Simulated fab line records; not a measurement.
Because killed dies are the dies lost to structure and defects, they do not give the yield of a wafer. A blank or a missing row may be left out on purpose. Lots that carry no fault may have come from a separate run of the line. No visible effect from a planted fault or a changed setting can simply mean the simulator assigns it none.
fab line records	flow sky130
record: lots: 11	wafers: 33	lastDay: 50
route steps=708 shown NWELL@73 VT_ADJUST_HVTP@95 VT_ADJUST_LVTN@106 VT_ADJUST_HVTR@141 PAD_OPEN@708
lots that met no fault: from a run of the same line without faults
startH: hours from the record's first day to the start of the lot's first wafer shown	waitH: time in hours since the lot's previous step	" same as the row above	L1.1+2: a row that stands for several wafers	- no value, or no start was given	* or withheld: withheld	< > ~ a bound
route shown NAME@n: a module of which the file shows steps, and the number in the route of the first	usual: average and standard deviation across the fault-free wafers	same: alike in all rows	chamber/n: place in a boat	sites: readings site by site	_std_site: the standard deviation of these	_edge_site: mean of outer sites minus mean of inner sites	radiusMm: how far each site lies from the wafer's centre	mask NAME#n: copy n	behind: the tool/chamber that last shaped the wafer	hold: why the lot was held/for how many hours/how that ended	device: the n, p or np transistor that did not switch	end of line: tests of these same wafers at the route's end	for a step that has no rows: nothing shown but its recipe	killed: count of dies lost to structure and defects at first sort (not the wafer's yield)	map: a wafer's dies, marking killed ones x, the rest . and places with no die _
set.NAME: the run value of the setting; set.NAME@STEP: its run value at that earlier step	model.NAME: the simulator's own value behind a step, which no gauge read
steps of the route over a sample of lots; a table a step, a row a wafer
services: when a tool's chamber went out of use (startH, in hours from the record's first day, below 0 if earlier), for how many hours, and the reason
== steps ==
step: SKY_NWELL_EXPOSE_20
recipe: maskId: NWM_COMPLEMENT	na: 0.6	sourceShape: conventional	sigmaOuter: 0.6	polarization: unpolarized	targetCdNm: 840	doseMj: 260
lot.wafer	tool	chamber	startH	waitH	mask
L576.1+2+6	ilineStepper-02	0	92.13	-	NWM_COMPLEMENT#0
L579.3+4+5	ilineStepper-01	0	112.72	-	NWM_COMPLEMENT#0
L580.3+5+6	ilineStepper-02	0	117.20	-	PWDEM#0
L589.2+3+5	ilineStepper-02	0	173.46	-	NWM_COMPLEMENT#0
L592.2+5+6	ilineStepper-02	0	193.60	-	NWM_COMPLEMENT#0
L593.1+4+5	ilineStepper-02	0	194.11	-	NWM_COMPLEMENT#0
L595.2+3+5	ilineStepper-02	0	206.66	-	NWM_COMPLEMENT#0
L596.3+5+6	ilineStepper-01	0	212.40	-	NWM_COMPLEMENT#0
L597.1+2+6	ilineStepper-02	0	222.06	-	NWM_COMPLEMENT#0
L598.1+3+5	ilineStepper-02	0	232.26	-	NWM_COMPLEMENT#0
L599.2+3+5	ilineStepper-01	0	240.43	-	NWM_COMPLEMENT#0
step: SKY_NWELL_OVL_MEAS_23
usual: NWELL_01_OVL: -0.1/1.3
lot.wafer	tool	chamber	startH	waitH	NWELL_01_OVL[nm]
L576.1	overlay-01	-	100.41	-	-0.4
L576.2	"	-	"	"	-1.7
L576.6	"	-	"	"	-0.1
L579.3	overlay-01	-	121.57	-	-2.1
L579.4	"	-	"	"	-2.1
L579.5	"	-	"	"	-1.5
L580.3	overlay-02	-	125.69	-	-
L580.5	"	-	"	"	-
L580.6	"	-	"	"	-
L589.2	overlay-02	-	183.53	-	0.4
L589.3	"	-	"	"	-0.6
L589.5	"	-	"	"	-1.4
L592.2	overlay-02	-	204.84	-	-0.9
L592.5	"	-	"	"	1.7
L592.6	"	-	"	"	0.4
L593.1	overlay-02	-	205.18	-	0.0
L593.4	"	-	"	"	1.2
L593.5	"	-	"	"	2.0
L595.2	overlay-02	-	217.14	-	-0.6
L595.3	"	-	"	"	-1.9
L595.5	"	-	"	"	0.0
L596.3	overlay-02	-	223.84	-	0.2
L596.5	"	-	"	"	-0.8
L596.6	"	-	"	"	-0.7
L597.1	overlay-02	-	232.98	-	1.4
L597.2	"	-	"	"	-0.9
L597.6	"	-	"	"	0.5
L598.1	overlay-01	-	243.88	-	2.8
L598.3	"	-	"	"	1.5
L598.5	"	-	"	"	2.3
L599.2	overlay-01	-	252.29	-	0.7
L599.3	"	-	"	"	-0.3
L599.5	"	-	"	"	2.6
step: SKY_NWELL_TW_MEAS_26
usual: NWELL_2_TW: 494.0/2.6
lot.wafer	tool	chamber	startH	waitH	NWELL_2_TW
L576.1	filmMetro-02	-	100.70	0.1	497.6
L576.2	"	-	"	"	493.7
L576.6	"	-	"	"	491.2
L579.3	filmMetro-04	-	121.87	0.1	495.7
L579.4	"	-	"	"	495.8
L579.5	"	-	"	"	497.3
L580.3	filmMetro-04	-	125.99	0.1	30.0
L580.5	"	-	"	"	29.9
L580.6	"	-	"	"	29.9
L589.2	filmMetro-04	-	183.82	0.1	493.7
L589.3	"	-	"	"	497.5
L589.5	"	-	"	"	495.2
L592.2	filmMetro-03	-	205.13	0.1	492.1
L592.5	"	-	"	"	492.2
L592.6	"	-	"	"	491.5
L593.1	filmMetro-04	-	205.47	0.1	493.7
L593.4	"	-	"	"	494.2
L593.5	"	-	"	"	493.9
L595.2	filmMetro-02	-	217.43	0.1	497.8
L595.3	"	-	"	"	497.2
L595.5	"	-	"	"	498.6
L596.3	filmMetro-04	-	224.14	0.1	495.5
L596.5	"	-	"	"	495.0
L596.6	"	-	"	"	495.2
L597.1	filmMetro-02	-	233.26	0.1	498.2
L597.2	"	-	"	"	498.0
L597.6	"	-	"	"	495.8
L598.1	filmMetro-02	-	244.16	0.1	497.3
L598.3	"	-	"	"	493.8
L598.5	"	-	"	"	492.4
L599.2	filmMetro-03	-	252.58	0.1	490.8
L599.3	"	-	"	"	492.0
L599.5	"	-	"	"	490.0
step: SKY_VT_ADJUST_HVTP_STRIP_10
recipe: chemistry: O2/N2	powerW: 1400	pressureMtorr: 1500	platenTempC: withheld	o2FlowSccm: 3000	n2FlowSccm: 300	overashFraction: 0.5
usual: drypumpMotorCurrentA: 5.6/0.74	oesProductAu: 0.716/0.0042	stripTimeToEndpointS: 14.17/0.057
lot.wafer	tool	chamber	startH	waitH	drypumpMotorCurrentA	oesProductAu	rfHoursCounterH	stripTimeToEndpointS
L576.1	plasmaAsher-01	1	119.67	0.1	6.7	0.720	45	14.08
L576.2	"	0	"	"	5.9	0.715	45	14.06
L576.6	"	1	"	"	6.6	0.711	-	14.11
L579.3	plasmaAsher-02	1	140.87	0.1	5.0	0.719	-	14.20
L579.4	"	0	"	"	4.8	0.716	-	14.18
L579.5	"	1	"	"	5.0	0.710	-	14.19
L580.3	plasmaAsher-01	0	144.42	0.1	5.9	0.712	-	14.11
L580.5	"	1	"	"	6.6	0.709	-	14.15
L580.6	"	0	"	"	5.9	0.713	-	14.12
L589.2	plasmaAsher-04	1	205.87	0.1	4.7	0.719	9	14.25
L589.3	"	0	"	"	6.3	0.719	-	14.19
L589.5	"	0	"	"	6.4	0.717	-	14.23
L592.2	plasmaAsher-01	1	228.10	0.1	6.7	0.716	53	14.19
L592.5	"	1	"	"	6.7	0.712	-	14.14
L592.6	"	0	"	"	5.9	0.716	-	14.09
L593.1	plasmaAsher-01	1	228.74	0.1	6.6	0.711	53	14.20
L593.4	"	1	"	"	6.7	0.721	-	14.21
L593.5	"	1	"	"	6.7	0.717	-	14.20
L595.2	plasmaAsher-04	1	241.85	0.1	4.7	0.721	13	14.17
L595.3	"	1	"	"	4.7	0.711	-	14.10
L595.5	"	0	"	"	6.3	0.726	-	14.14
L596.3	plasmaAsher-01	1	247.57	0.1	6.7	0.708	-	14.06
L596.5	"	1	"	"	6.6	0.713	-	14.09
L596.6	"	0	"	"	5.9	0.702	-	14.13
L597.1	plasmaAsher-01	1	257.12	0.1	6.6	0.722	56	14.14
L597.2	"	0	"	"	5.9	0.721	56	14.14
L597.6	"	1	"	"	6.6	0.720	-	14.14
L598.1	plasmaAsher-02	1	268.20	0.1	5.0	0.707	47	14.12
L598.3	"	0	"	"	4.8	0.718	-	14.14
L598.5	"	0	"	"	4.8	0.719	-	14.14
L599.2	plasmaAsher-02	0	276.09	0.1	4.8	0.715	48	14.11
L599.3	"	0	"	"	4.8	0.711	-	14.10
L599.5	"	0	"	"	4.8	0.720	-	14.06
step: SKY_VT_ADJUST_LVTN_STRIP_09
recipe: chemistry: O2/N2	powerW: 1400	pressureMtorr: 1500	platenTempC: withheld	o2FlowSccm: 3000	n2FlowSccm: 300	overashFraction: 0.5
usual: drypumpMotorCurrentA: 6.1/0.71	oesProductAu: 0.723/0.0041	stripTimeToEndpointS: 36.87/0.13
lot.wafer	tool	chamber	startH	waitH	drypumpMotorCurrentA	oesProductAu	rfHoursCounterH	stripTimeToEndpointS
L576.1	plasmaAsher-03	0	138.10	0.1	6.5	0.721	45	37.02
L576.2	"	1	"	"	6.7	0.723	45	36.97
L576.6	"	0	"	"	6.5	0.719	-	37.06
L579.3	plasmaAsher-03	1	160.38	0.1	6.7	0.725	-	36.65
L579.4	"	0	"	"	6.5	0.722	-	36.69
L579.5	"	1	"	"	6.7	0.721	-	36.70
L580.3	plasmaAsher-01	0	164.18	0.1	5.9	0.732	-	36.74
L580.5	"	0	"	"	5.9	0.725	-	36.80
L580.6	"	1	"	"	6.7	0.718	-	36.94
L589.2	plasmaAsher-03	1	228.46	0.1	6.7	0.724	54	36.81
L589.3	"	0	"	"	6.5	0.720	-	37.01
L589.5	"	1	"	"	6.7	0.725	-	36.85
L592.2	plasmaAsher-02	1	251.46	0.1	5.0	0.722	45	36.66
L592.5	"	0	"	"	4.8	0.717	-	36.72
L592.6	"	1	"	"	5.0	0.723	-	36.68
L593.1	plasmaAsher-03	1	251.85	0.1	6.7	0.716	56	36.99
L593.4	"	0	"	"	6.5	0.724	-	37.08
L593.5	"	1	"	"	6.7	0.719	-	37.00
L595.2	plasmaAsher-01	0	265.50	0.1	5.9	0.723	57	36.75
L595.3	"	0	"	"	5.9	0.723	-	36.69
L595.5	"	1	"	"	6.6	0.724	-	36.83
L596.3	plasmaAsher-02	0	270.66	0.1	4.8	0.726	-	36.93
L596.5	"	1	"	"	5.0	0.716	-	36.87
L596.6	"	0	"	"	4.8	0.725	-	36.99
L597.1	plasmaAsher-03	0	281.20	0.1	6.5	0.719	59	36.86
L597.2	"	1	"	"	6.7	0.724	59	36.84
L597.6	"	0	"	"	6.5	0.718	-	36.79
L598.1	plasmaAsher-03	1	293.46	0.1	6.7	0.718	60	37.05
L598.3	"	1	"	"	6.7	0.723	-	36.93
L598.5	"	1	"	"	6.7	0.720	-	36.96
L599.2	plasmaAsher-02	1	301.55	0.1	5.0	0.722	50	36.86
L599.3	"	1	"	"	5.1	0.725	-	36.94
L599.5	"	0	"	"	4.8	0.724	-	36.99
step: SKY_VT_ADJUST_HVTR_STRIP_10
recipe: chemistry: O2/N2	powerW: 1400	pressureMtorr: 1500	platenTempC: withheld	o2FlowSccm: 3000	n2FlowSccm: 300	overashFraction: 0.5
usual: drypumpMotorCurrentA: 6.1/0.74	oesProductAu: 0.716/0.0048	stripTimeToEndpointS: 14.18/0.047
lot.wafer	tool	chamber	startH	waitH	drypumpMotorCurrentA	oesProductAu	rfHoursCounterH	stripTimeToEndpointS
L576.1	plasmaAsher-03	0	198.89	0.1	6.5	0.721	50	14.17
L576.2	"	1	"	"	6.7	0.719	50	14.25
L576.6	"	0	"	"	6.5	0.710	-	14.22
L579.3	plasmaAsher-03	0	225.72	0.1	6.5	0.721	-	14.18
L579.4	"	1	"	"	6.7	0.721	-	14.21
L579.5	"	0	"	"	6.5	0.717	-	14.22
L580.3	plasmaAsher-04	0	229.65	0.1	6.3	0.711	-	14.20
L580.5	"	0	"	"	6.4	0.709	-	14.17
L580.6	"	1	"	"	4.8	0.721	-	14.19
L589.2	plasmaAsher-04	1	300.37	0.1	4.8	0.719	18	14.16
L589.3	"	1	"	"	4.7	0.717	-	14.14
L589.5	"	0	"	"	6.3	0.717	-	14.12
L592.2	plasmaAsher-04	0	327.29	0.1	6.3	0.711	21	14.24
L592.5	"	0	"	"	6.3	0.718	-	14.23
L592.6	"	1	"	"	4.8	0.715	-	14.25
L593.1	plasmaAsher-01	0	327.89	0.1	5.9	0.721	63	14.17
L593.4	"	0	"	"	5.9	0.712	-	14.21
L593.5	"	0	"	"	5.9	0.714	-	14.19
L595.2	plasmaAsher-04	1	343.39	0.1	4.8	0.715	22	14.12
L595.3	"	0	"	"	6.3	0.707	-	14.15
L595.5	"	1	"	"	4.7	0.712	-	14.13
L596.3	plasmaAsher-04	0	349.41	0.1	6.4	0.724	-	14.20
L596.5	"	1	"	"	4.7	0.713	-	14.20
L596.6	"	0	"	"	6.3	0.716	-	14.19
L597.1	plasmaAsher-03	1	360.78	0.1	6.6	0.712	66	14.16
L597.2	"	0	"	"	6.4	0.719	66	14.14
L597.6	"	1	"	"	6.7	0.719	-	14.15
L598.1	plasmaAsher-04	1	374.47	0.1	4.7	0.718	25	14.23
L598.3	"	0	"	"	6.4	0.718	-	14.19
L598.5	"	1	"	"	4.7	0.720	-	14.22
L599.2	plasmaAsher-01	1	382.54	0.1	6.6	0.719	68	14.03
L599.3	"	0	"	"	5.9	0.703	-	14.10
L599.5	"	0	"	"	5.9	0.720	-	14.07
step: SKY_PAD_OPEN_PROBE_99
usual: killed_at_M0_to_M3: 42/7	killed_at_M4_up: 2.8/1.8	killedAtContacts: 24/5.8	killedAtFrontEnd: 15/4.8	killedAtOther: 0.3/0.56	killedDies: 84/11	killedOnRim: 17/4.2	killedOpen: 46/7.8	killedShort: 38/6.3
same: grossDies: 492	killedAtBackSide: 0
lot.wafer	tool	chamber	startH	waitH	killed_at_M0_to_M3	killed_at_M4_up	killedAtContacts	killedAtFrontEnd	killedAtOther	killedDies	killedOnRim	killedOpen	killedShort
L580.3	prober-01	-	1103.40	0.2	42	2	17	431	0	492	96	48	41
L580.5	prober-01	-	1103.50	0.2	35	4	27	424	2	492	96	48	38
L580.6	prober-01	-	1103.55	0.2	36	4	21	430	1	492	96	39	42
L589.2	prober-02	-	1151.31	0.1	50	3	25	15	0	93	20	47	46
L589.3	prober-02	-	1151.36	0.2	46	2	25	12	0	85	13	41	43
L589.5	prober-02	-	1151.46	0.2	46	2	29	11	1	89	20	48	40
L592.2	prober-01	-	1170.64	0.1	47	4	30	14	0	95	22	47	47
L592.5	prober-01	-	1170.79	0.2	39	2	24	16	0	81	11	41	40
L592.6	prober-01	-	1170.84	0.2	40	2	16	10	0	68	7	38	29
L596.3	prober-01	-	1187.31	0.2	30	2	20	11	0	63	11	36	27
L596.5	prober-01	-	1187.41	0.2	34	2	28	13	0	77	15	41	36
L596.6	prober-01	-	1187.46	0.2	31	2	26	13	0	72	15	42	30
L597.1	prober-02	-	1192.16	0.1	41	5	32	14	0	92	17	43	49
L597.2	prober-02	-	1192.21	0.1	39	4	31	22	0	96	23	61	34
L597.6	prober-02	-	1192.41	0.2	41	8	31	19	0	99	13	45	54
L598.1	prober-01	-	1201.60	0.1	36	4	26	22	0	88	15	44	44
L598.3	prober-01	-	1201.70	0.2	58	1	21	15	1	96	22	52	44
L598.5	prober-01	-	1201.80	0.2	46	4	19	16	2	87	21	49	36
killed by level:class
L580.3 NWELL:areaExpose=403 VIA1:geometricParticle:open=12 POLY_GATE:geometricParticle:open=8 METAL2:geometricParticle:short=8 METAL1:geometricParticle:short=8 FIELD_ISO:geometricParticle:open=6 CONTACT:geometricParticle:open=6 FIELD_ISO:geometricParticle:short=5
L580.5 NWELL:areaExpose=405 LI_CONTACT:geometricParticle:open=9 VIA1:geometricParticle:open=9 METAL1:geometricParticle:short=7 CONTACT:geometricParticle:open=7 VIA2:geometricParticle:open=7 FIELD_ISO:geometricParticle:open=6 FIELD_ISO:geometricParticle:short=5
L580.6 NWELL:areaExpose=410 VIA1:geometricParticle:open=9 POLY_GATE:geometricParticle:short=8 VIA2:geometricParticle:open=6 VIA3:geometricParticle:open=6 LI_CONTACT:geometricParticle:open=5 CONTACT:geometricParticle:open=5 POLY_GATE:geometricParticle:open=4
L589.2 VIA1:geometricParticle:open=15 CONTACT:geometricParticle:open=10 VIA2:geometricParticle:open=9 METAL1:geometricParticle:short=9 FIELD_ISO:geometricParticle:short=7 LI_CONTACT:geometricParticle:open=6 LOCAL_INTERCONNECT:geometricParticle:short=5 METAL2:geometricParticle:short=5
L589.3 CONTACT:geometricParticle:open=9 VIA1:geometricParticle:short=8 VIA1:geometricParticle:open=8 METAL1:geometricParticle:short=7 CONTACT:geometricParticle:short=6 VIA2:geometricParticle:open=5 VIA3:geometricParticle:open=5 LOCAL_INTERCONNECT:geometricParticle:short=4
L589.5 VIA1:geometricParticle:open=11 CONTACT:geometricParticle:open=10 LI_CONTACT:geometricParticle:open=8 METAL1:geometricParticle:short=8 VIA2:geometricParticle:open=6 METAL2:geometricParticle:short=6 VIA1:geometricParticle:short=5 FIELD_ISO:geometricParticle:open=4
L592.2 VIA1:geometricParticle:open=14 LOCAL_INTERCONNECT:geometricParticle:short=10 CONTACT:geometricParticle:open=9 VIA2:geometricParticle:short=6 LI_CONTACT:geometricParticle:open=6 VIA3:geometricParticle:open=6 METAL2:geometricParticle:short=5 FIELD_ISO:geometricParticle:short=3
L592.5 CONTACT:geometricParticle:open=8 VIA1:geometricParticle:open=8 LOCAL_INTERCONNECT:geometricParticle:short=6 VIA2:geometricParticle:open=6 POLY_GATE:geometricParticle:open=5 POLY_GATE:geometricParticle:short=5 METAL1:geometricParticle:short=5 VIA3:geometricParticle:open=5
L592.6 VIA1:geometricParticle:open=11 CONTACT:geometricParticle:short=7 LI_CONTACT:geometricParticle:open=5 VIA1:geometricParticle:short=5 VIA3:geometricParticle:open=5 VIA3:geometricParticle:short=4 METAL2:geometricParticle:short=4 SPACER:geometricParticle:open=3
L596.3 CONTACT:geometricParticle:open=10 VIA3:geometricParticle:open=5 LOCAL_INTERCONNECT:geometricParticle:short=5 VIA1:geometricParticle:open=5 METAL2:geometricParticle:short=4 VIA2:geometricParticle:short=4 FIELD_ISO:geometricParticle:short=3 FIELD_ISO:geometricParticle:open=3
L596.5 CONTACT:geometricParticle:open=9 LOCAL_INTERCONNECT:geometricParticle:short=7 METAL2:geometricParticle:short=7 VIA3:geometricParticle:open=6 POLY_GATE:geometricParticle:open=5 VIA1:geometricParticle:open=5 LI_CONTACT:geometricParticle:open=5 POLY_GATE:geometricParticle:short=3
L596.6 LI_CONTACT:geometricParticle:open=8 VIA1:geometricParticle:open=8 CONTACT:geometricParticle:open=8 CONTACT:geometricParticle:short=7 METAL1:geometricParticle:short=5 VIA3:geometricParticle:open=5 VIA2:geometricParticle:open=4 VIA3:geometricParticle:short=4
L597.1 LI_CONTACT:geometricParticle:open=7 CONTACT:geometricParticle:open=7 CONTACT:geometricParticle:short=7 VIA1:geometricParticle:open=7 LOCAL_INTERCONNECT:geometricParticle:short=6 VIA3:geometricParticle:open=6 FIELD_ISO:geometricParticle:open=5 LI_CONTACT:geometricParticle:short=5
L597.2 CONTACT:geometricParticle:open=15 VIA1:geometricParticle:open=10 VIA2:geometricParticle:open=10 LI_CONTACT:geometricParticle:open=7 POLY_GATE:geometricParticle:open=5 LOCAL_INTERCONNECT:geometricParticle:short=4 CONTACT:geometricParticle:short=4 VIA1:geometricParticle:short=4
L597.6 METAL2:geometricParticle:short=8 VIA3:geometricParticle:open=8 CONTACT:geometricParticle:short=7 LI_CONTACT:geometricParticle:open=7 CONTACT:geometricParticle:open=7 FIELD_ISO:geometricParticle:open=6 METAL3:geometricParticle:short=6 POLY_GATE:geometricParticle:open=5
L598.1 CONTACT:geometricParticle:open=9 METAL1:geometricParticle:short=9 LI_CONTACT:geometricParticle:open=7 FIELD_ISO:geometricParticle:short=6 VIA2:geometricParticle:open=6 LOCAL_INTERCONNECT:geometricParticle:short=5 VIA1:geometricParticle:short=5 FIELD_ISO:geometricParticle:open=4
L598.3 VIA1:geometricParticle:open=11 VIA3:geometricParticle:open=11 METAL1:geometricParticle:short=8 VIA2:geometricParticle:open=7 CONTACT:geometricParticle:open=6 CONTACT:geometricParticle:short=6 METAL2:geometricParticle:short=6 LI_CONTACT:geometricParticle:open=4
L598.5 METAL1:geometricParticle:short=11 VIA1:geometricParticle:open=11 CONTACT:geometricParticle:open=9 LI_CONTACT:geometricParticle:open=6 VIA3:geometricParticle:open=6 POLY_GATE:geometricParticle:short=5 FIELD_ISO:geometricParticle:short=4 FIELD_ISO:geometricParticle:open=4
== services ==
tool	chamber	startH	hours	kind
plasmaAsher-04	-	108.75	9.0	pm
plasmaAsher-04	0	108.75	9.0	ventCycle
plasmaAsher-04	1	108.75	9.0	ventCycle
plasmaAsher-04	0	117.75	-	clean
plasmaAsher-04	1	117.75	-	clean
plasmaAsher-04	-	119.74	5.1	repair
ilineStepper-01	0	156.89	-	calibration
ilineStepper-02	0	162.25	-	calibration
ilineStepper-02	-	169.60	1.7	pm
plasmaAsher-03	-	182.22	14.6	pm
plasmaAsher-01	-	197.26	28.1	pm
ilineStepper-01	-	232.14	2.1	pm
ilineStepper-01	-	234.23	-	consumableReplace:lamp
ilineStepper-01	-	242.16	1.7	pm
plasmaAsher-04	-	257.11	1.4	repair
plasmaAsher-04	-	273.62	1.5	repair
ilineStepper-02	-	274.24	5.5	repair
plasmaAsher-03	-	297.17	3.5	repair
ilineStepper-02	-	314.76	1.2	repair
ilineStepper-01	0	362.91	-	calibration
plasmaAsher-01	-	368.29	1.4	repair
ilineStepper-02	-	380.07	7.4	repair
ilineStepper-02	0	381.46	-	calibration
== key ==
firstSign: step: SKY_NWELL_EXPOSE_20	reading: mask	direction: changed
effect: step: SKY_NWELL_OVL_MEAS_23	reading: NWELL_01_OVL	direction: missing
effect: step: SKY_NWELL_TW_MEAS_26	reading: NWELL_2_TW	direction: down	sigmas: 99+	usual: 494.0	struck: 30.0
effect: step: SKY_PAD_OPEN_PROBE_99	reading: killedAtFrontEnd	direction: up	sigmas: 86	usual: 15	struck: 428
moreKillsBornAt: SKY_NWELL_EXPOSE_20@ilineStepper-02: 1218
metAt SKY_NWELL_EXPOSE_20
struckLots L580
testerLeftOut L580
notActingAt SKY_VT_ADJUST_HVTP_STRIP_10,SKY_VT_ADJUST_LVTN_STRIP_09,SKY_VT_ADJUST_HVTR_STRIP_10
onsetBetween 92.13 117.20
fault: kind: wrongMask	tool: any	chamber: -	onsetH: 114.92	steps: SKY_NWELL_EXPOSE_20	auxCopy: PWDEM#0	scope: struckLotsOnly
testerLeftOut: of these lots the tester's yield and bins aren't shown, on N5 and GAA mostly nor the transistor test; their killed dies are dies lost to structure and defects alone, not to doping, threshold or leakage, so they don't give the yield
